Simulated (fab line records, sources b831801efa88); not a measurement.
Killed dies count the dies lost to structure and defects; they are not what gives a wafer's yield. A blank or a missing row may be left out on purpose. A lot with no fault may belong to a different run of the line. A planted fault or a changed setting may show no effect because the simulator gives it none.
A struck lot beside a sound one || flow sky130 || 24 steps out of a route of 708
Sound: the wafers L274.1, L274.2, L274.5. Struck: wafers L271.2, L271.3. (L271.5 of the same lot was not struck and is left out.) The cause comes at the end.
Each step with rows lists, per side, the tool, then ch with its chambers, then its first start. Under that, the readings that differ: sound wafers || struck wafers || difference of the means || sigmas: that difference in standard deviations of wafers without a fault.
alike: a reading whose means differ by less than 2 such deviations, as well as words and numbers matching on both sides. not compared: withheld readings; readings where some wafer has no value; bounds like >300 that might hide an equal value; numbers whose values overlap and for which the record gives no deviation.
A row with sigmas, a row that says differs or no value, or rows on one side alone: a step with any of these is where the two part. Numbers that have no deviation but don't overlap get no sigmas and don't part them. A reading missing from all wafers of one side parts the sides only when that side holds two or more wafers.

SKY_METAL1_METAL_ETCH_19: etches the open film in Cl2/BCl3, stops on SiO2, target depth 360 nm, time 78 s.
  sound on rieMetal-02 ch 0,1, day 37 20:50; struck on rieMetal-02 ch 0, day 36 15:38
  alike: chamberPressureMTorr, drypumpMotorCurrentA, oesProductAu, throttleValvePct
  not compared: rfHoursCounterH
SKY_METAL1_STRIP_20: strips in O2/N2.
  sound on plasmaAsher-02 ch 0,1, day 37 20:56; struck on plasmaAsher-02 ch 0, day 36 15:43
  alike: chamberPressureMTorr, drypumpMotorCurrentA, oesProductAu, stripTimeToEndpointS
  not compared: rfHoursCounterH
then, 4 steps without rows for these wafers: SKY_METAL1_STRIP_21 (strips in post etch residue remover, time 1200 s); SKY_METAL1_CLEAN_22 (cleans in IPA, time 180 s); SKY_METAL1_CLEAN_23 (cleans in O3/DIW); SKY_VIA1_HDPCVD_00 (deposits SiO2, target thk 1030 nm, time 171.7 s).
SKY_VIA1_THK_MEAS_01:
  sound on filmMetro-04 at day 37 21:41; struck on filmMetro-03 at day 36 16:29
  alike: VIA1_HDPCVD_THK
SKY_VIA1_CMP_02: polishes SiO2.
  sound on cmp-01 ch 0,3, day 37 21:45; struck on cmp-01 ch 1,3, day 36 16:35
  alike: motorCurrentA, retainingRingPressureFrac, slurryFilterDpKPa
SKY_VIA1_BOW_MEAS_03:
  sound on filmMetro-04 at day 37 22:03; struck on filmMetro-03 at day 36 16:51
  alike: VIA1_BOW
then, 3 steps without rows for these wafers: SKY_VIA1_DEHYDRATE_04 (time 60 s); SKY_VIA1_HMDS_05 (prime time 60 s); SKY_VIA1_COAT_06 (resist thk 60 nm).
SKY_VIA1_COAT_07: resist thk 450 nm.
  sound on lithoTrack-03 ch 0, day 38 11:00; struck on lithoTrack-02 ch 0, day 37 06:00
{"reading": "model.KrF-thick_of_VIA1_COAT_07.thkNm (nm)", "sound": "450.2 449.8 449", "struck": "435.6 435.6", "difference": -14.1, "sigmas": ""}
  alike: spinSpeedRpm
then, 4 steps without rows for these wafers: SKY_VIA1_SOFTBAKE_08 (time 90 s); SKY_VIA1_EXPOSE_09 (exposes mask VIM, target cd 150 nm); SKY_VIA1_PEB_10; SKY_VIA1_DEVELOP_11 (develop time 60 s).
SKY_VIA1_CD_MEAS_12 targets a cd of 150 nm.
  sound on cdSem-02 at day 38 23:20; struck on cdSem-02 at day 37 18:29
{"reading": "cdNm (nm)", "sound": "147.4 147.5 146.9", "struck": "156.0 152.2", "difference": "+6.8", "sigmas": "+4"}
SKY_VIA1_OVL_MEAS_13:
  sound on overlay-01 at day 38 23:28; struck on overlay-01 at day 37 18:36
  alike: VIA1_OVL
SKY_VIA1_ETCH_14: etches BARC in N2/H2, stops on SiO2, time 45.9 s, target depth 60 nm.
  sound on rieDiel-02 ch 0,1,3, day 38 23:29; struck on rieDiel-03 ch 0,3, day 37 18:38
  alike: chamberPressureMTorr, drypumpMotorCurrentA, oesProductAu, throttleValvePct
  not compared: rfHoursCounterH
SKY_VIA1_ETCH_15: etches SiO2 in C4F8/O2/Ar, stops on TiN, target depth 351 nm, time 54 s.
  sound on rieDiel-02 ch 0,1,3, day 38 23:32; struck on rieDiel-03 ch 1,2, day 37 18:40
{"reading": "model.KrF-thick_of_VIA1_COAT_07.thkNm (nm)", "sound": "322.5 322.4 321.9", "struck": "307.7 307.9", "difference": -14.5, "sigmas": ""}
  alike: chamberPressureMTorr, oesProductAu
  not compared: rfHoursCounterH
SKY_VIA1_STRIP_16: strips in O2/N2.
  sound on plasmaAsher-04 ch 0,1, day 38 23:35; struck on plasmaAsher-01 ch 0,1, day 37 18:43
{"reading": "oesProductAu (a.u.)", "sound": "0.417 0.420 0.420", "struck": "0.407 0.412", "difference": -0.010, "sigmas": -2}
{"reading": "stripTimeToEndpointS (s)", "sound": "4.465 4.457 4.437", "struck": "4.294 4.310", "difference": -0.151, "sigmas": -9}
  alike: chamberPressureMTorr, drypumpMotorCurrentA
  not compared: rfHoursCounterH
then, 1 step without rows for these wafers: SKY_VIA1_STRIP_17 (strips in post etch residue remover, time 1200 s).
-- the record jumps here: 11 days lie between the struck wafers' starts before and after (it left off in module VIA1 and takes up again in module PAD_OPEN, whose first step shown is number 708 of the route) --
SKY_PAD_OPEN_PROBE_99:
  record: rows for the struck wafers here (prober-02, day 48 15:37), none for the sound ones

## WHERE THEY PART
Earliest at SKY_VIA1_CD_MEAS_12; latest, in this record, at SKY_PAD_OPEN_PROBE_99.

WHY: the cause the simulator had injected
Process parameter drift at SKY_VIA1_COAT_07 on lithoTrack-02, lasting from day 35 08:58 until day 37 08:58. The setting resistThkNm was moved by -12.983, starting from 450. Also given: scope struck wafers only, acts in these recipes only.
